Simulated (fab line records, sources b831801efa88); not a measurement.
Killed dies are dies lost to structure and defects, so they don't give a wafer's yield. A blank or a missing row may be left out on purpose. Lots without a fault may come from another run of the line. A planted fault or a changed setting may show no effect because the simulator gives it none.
Which tool did it? | flow sky130 | 10 lots, 30 wafers sampled, at 7 steps of a route of 708

WHAT THE GAUGES READ, wafer by wafer
SKY_LDD_LDN_OVL_MEAS_07.
lot  | measured     | on         | LDD_LDN_OVL (nm)
L337 | day 22 19:13 | overlay-02 | 0.7 -0.1 1.4
L342 | day 25 10:14 | overlay-02 | -2.1 -0.6 0.8
L345 | day 25 20:50 | overlay-02 | -2.1 -1.3 -0.3
L347 | day 26 22:49 | overlay-02 | 0.1 0.2 0.6
L348 | day 27 04:06 | overlay-01 | 0.7 2.2 1.4
L350 | day 27 20:46 | overlay-02 | -0.4 -1.2 1.3
L349 | day 27 21:00 | overlay-02 | - - -
L354 | day 29 16:05 | overlay-02 | 0.8 -0.2 2.2
L355 | day 29 18:30 | overlay-02 | 2.0 -0.5 1.3
L359 | day 30 15:50 | overlay-01 | 0.3 2.3 4.3

SKY_LDD_LDN_TW_MEAS_13.
lot  | measured     | on            | LDD_LDN_TW
L337 | day 22 19:57 | film_metro-03 | 1490 1479 1489
L342 | day 25 10:59 | film_metro-01 | 1507 1517 1508
L345 | day 25 21:34 | film_metro-02 | 1471 1472 1474
L347 | day 26 23:33 | film_metro-02 | 1482 1482 1476
L348 | day 27 04:50 | film_metro-02 | 1475 1471 1475
L350 | day 27 21:31 | film_metro-03 | 1495 1493 1495
L349 | day 27 21:44 | film_metro-03 | 30 30 30
L354 | day 29 16:50 | film_metro-02 | 1475 1463 1478
L355 | day 29 19:14 | film_metro-01 | 1531 1531 1527
L359 | day 30 16:34 | film_metro-03 | 1487 1491 1487

SKY_POLY_CUT_OVL_MEAS_09.
lot  | measured     | on         | POLY_CUT_OVL (nm)
L337 | day 24 04:49 | overlay-02 | -5 -15 -2
L342 | day 26 17:51 | overlay-01 | -2 -2 -3
L345 | day 27 04:39 | overlay-01 | 10 7 5
L347 | day 28 06:16 | overlay-01 | -7 4 7
L348 | day 28 10:58 | overlay-01 | -12 -7 -2
L350 | day 29 05:34 | overlay-02 | 7 1 6
L349 | day 29 05:13 | overlay-02 | -1 -1 1
L354 | day 30 22:13 | overlay-02 | 10 5 5
L355 | day 31 01:13 | overlay-01 | 13 9 1
L359 | day 31 22:00 | overlay-02 | -3 -3 -2

SKY_RES_XHIGH_TW_MEAS_09.
lot  | measured     | on            | RES_XHIGH_TW
L337 | day 26 16:01 | film_metro-02 | 1637 1630 1635
L342 | day 29 04:40 | film_metro-01 | 1693 1698 1699
L345 | day 29 14:54 | film_metro-04 | 1622 1631 1623
L347 | day 30 15:39 | film_metro-01 | 1674 1692 1683
L348 | day 30 19:53 | film_metro-04 | 1617 1629 1627
L350 | day 31 14:23 | film_metro-01 | 1684 1687 1681
L349 | day 31 12:47 | film_metro-01 | 1963 1968 1961
L354 | day 33 04:28 | film_metro-04 | 1603 1609 1608
L355 | day 33 08:08 | film_metro-04 | 1609 1611 1619
L359 | day 34 05:05 | film_metro-01 | 1670 1673 1684

WHICH TOOL RAN EACH LOT (tool, then ch and the chambers of the sampled wafers, then the start)
lot  | SKY_LDD_HVP_STRIP_09                 | SKY_LDD_LDN_EXPOSE_04               | SKY_POLY_CUT_ETCH_10
L337 | plasma_asher-04 ch 0,1, day 21 13:31 | iline_stepper-02 ch 0, day 22 04:27 | rie_diel-02 ch 1,2, day 24 04:51
L342 | plasma_asher-02 ch 0,1, day 24 05:45 | iline_stepper-02 ch 0, day 24 20:35 | rie_diel-04 ch 2,3, day 26 17:53
L345 | plasma_asher-04 ch 0,1, day 24 16:03 | iline_stepper-01 ch 0, day 25 06:59 | rie_diel-03 ch 1,2,3, day 27 04:41
L347 | plasma_asher-04 ch 0,1, day 25 18:12 | iline_stepper-01 ch 0, day 26 08:56 | rie_diel-03 ch 0,1,3, day 28 06:17
L348 | plasma_asher-03 ch 0,1, day 25 23:26 | iline_stepper-02 ch 0, day 26 14:12 | rie_diel-03 ch 0,1, day 28 10:59
L350 | plasma_asher-02 ch 0,1, day 26 15:59 | iline_stepper-01 ch 0, day 27 06:21 | rie_diel-04 ch 0,1,2, day 29 05:36
L349 | plasma_asher-03 ch 0,1, day 26 16:15 | iline_stepper-02 ch 0, day 27 06:35 | rie_diel-03 ch 1,2,3, day 29 05:15
L354 | plasma_asher-04 ch 0,1, day 28 11:51 | iline_stepper-02 ch 0, day 29 03:14 | rie_diel-04 ch 1,2,3, day 30 22:14
L355 | plasma_asher-02 ch 0,1, day 28 14:57 | iline_stepper-02 ch 0, day 29 05:23 | rie_diel-04 ch 0,1,3, day 31 01:14
L359 | plasma_asher-03 ch 0,1, day 29 12:06 | iline_stepper-02 ch 0, day 30 02:25 | rie_diel-03 ch 0,1,3, day 31 22:02
- SKY_LDD_HVP_STRIP_09: strips in O2/N2.
- SKY_LDD_LDN_EXPOSE_04: exposes mask LDNTM, target cd 700 nm.
- SKY_POLY_CUT_ETCH_10: etches BARC in N2/H2, stops on SiO2, time 45.9 s, target depth 60 nm.

WHAT THE TOOLS THEMSELVES READ (means of the sampled wafers that have a number; where no wafer has one, the mark that the record gives instead)
SKY_LDD_HVP_STRIP_09.
lot  | tool            | drypump_motor_current_A (A) | oes_product_au (a.u.) | strip_time_to_endpoint_s (s)
L337 | plasma_asher-04 | 5.5                         | 0.407                 | 4.149
L342 | plasma_asher-02 | 5.6                         | 0.405                 | 4.121
L345 | plasma_asher-04 | 5.5                         | 0.407                 | 4.138
L347 | plasma_asher-04 | 5.5                         | 0.406                 | 4.131
L348 | plasma_asher-03 | 6.0                         | 0.405                 | 4.138
L350 | plasma_asher-02 | 5.6                         | 0.406                 | 4.131
L349 | plasma_asher-03 | 5.5                         | 0.412                 | 4.128
L354 | plasma_asher-04 | 5.5                         | 0.406                 | 4.146
L355 | plasma_asher-02 | 5.6                         | 0.410                 | 4.137
L359 | plasma_asher-03 | 6.0                         | 0.414                 | 4.121

SKY_LDD_LDN_EXPOSE_04.
lot  | tool             | exposure_dose_mJ_cm2 | focus_offset_nm (nm)
L337 | iline_stepper-02 | 139.86               | 0.6
L342 | iline_stepper-02 | 139.91               | -0.2
L345 | iline_stepper-01 | 140.03               | -0.1
L347 | iline_stepper-01 | 140.13               | 0.1
L348 | iline_stepper-02 | 139.90               | -0.4
L350 | iline_stepper-01 | 140.21               | 0.1
L349 | iline_stepper-02 | 139.93               | -0.3
L354 | iline_stepper-02 | 139.76               | 0.3
L355 | iline_stepper-02 | 139.91               | -0.6
L359 | iline_stepper-02 | 139.86               | 0.4

SKY_POLY_CUT_ETCH_10.
lot  | tool        | drypump_motor_current_A (A) | oes_product_au (a.u.) | throttle_valve_pct (%)
L337 | rie_diel-02 | 5.99                        | 0.852                 | 13.228
L342 | rie_diel-04 | 5.55                        | 0.853                 | 13.228
L345 | rie_diel-03 | 5.55                        | 0.857                 | 13.228
L347 | rie_diel-03 | 5.77                        | 0.857                 | 13.225
L348 | rie_diel-03 | 5.70                        | 0.856                 | 13.223
L350 | rie_diel-04 | 5.91                        | 0.849                 | 13.224
L349 | rie_diel-03 | 5.56                        | 0.855                 | 13.226
L354 | rie_diel-04 | 5.73                        | 0.857                 | 13.230
L355 | rie_diel-04 | 5.98                        | 0.857                 | 13.221
L359 | rie_diel-03 | 5.77                        | 0.853                 | 13.226

THE ANSWER, worked out from the rows above alone
Rule: what is usual is taken from the lots themselves. Put in order of their means at a reading, lots are off if they are a third of the lots or fewer, leave a main group of 4 or more, and stand apart from it by a gap of 3 or more times the standard deviation of the main group's means; of several such gaps the widest counts. A main group whose means are all the same, to the digits that the tables above print for the reading, isn't used. A lot without any number at a reading at which 4 lots or more have one is off too. The other lots that the step has rows for count as sound. The gauges are gone through in route order, then the tools' own readings, and for those a lot's mean is taken as printed above. The first step at which some lot is off is used, and at that step the reading that is off furthest; a lot without a number counts as furthest.
Off: L349, at SKY_LDD_LDN_OVL_MEAS_07 (LDD_LDN_OVL). Without a number there: L349. The main group: mean 0.5 nm, standard deviation 1.
A tool fits if, at a process step before that reading, it ran every lot that is off, and no sound lot after the first of them. The gauges at SKY_LDD_LDN_OVL_MEAS_07 aren't tried: what is off there is off at SKY_LDD_LDN_TW_MEAS_13 too, on other tools, and a gauge's error can't cause that. None of those tried fits.

WHAT THE SIMULATOR HAD PUT IN
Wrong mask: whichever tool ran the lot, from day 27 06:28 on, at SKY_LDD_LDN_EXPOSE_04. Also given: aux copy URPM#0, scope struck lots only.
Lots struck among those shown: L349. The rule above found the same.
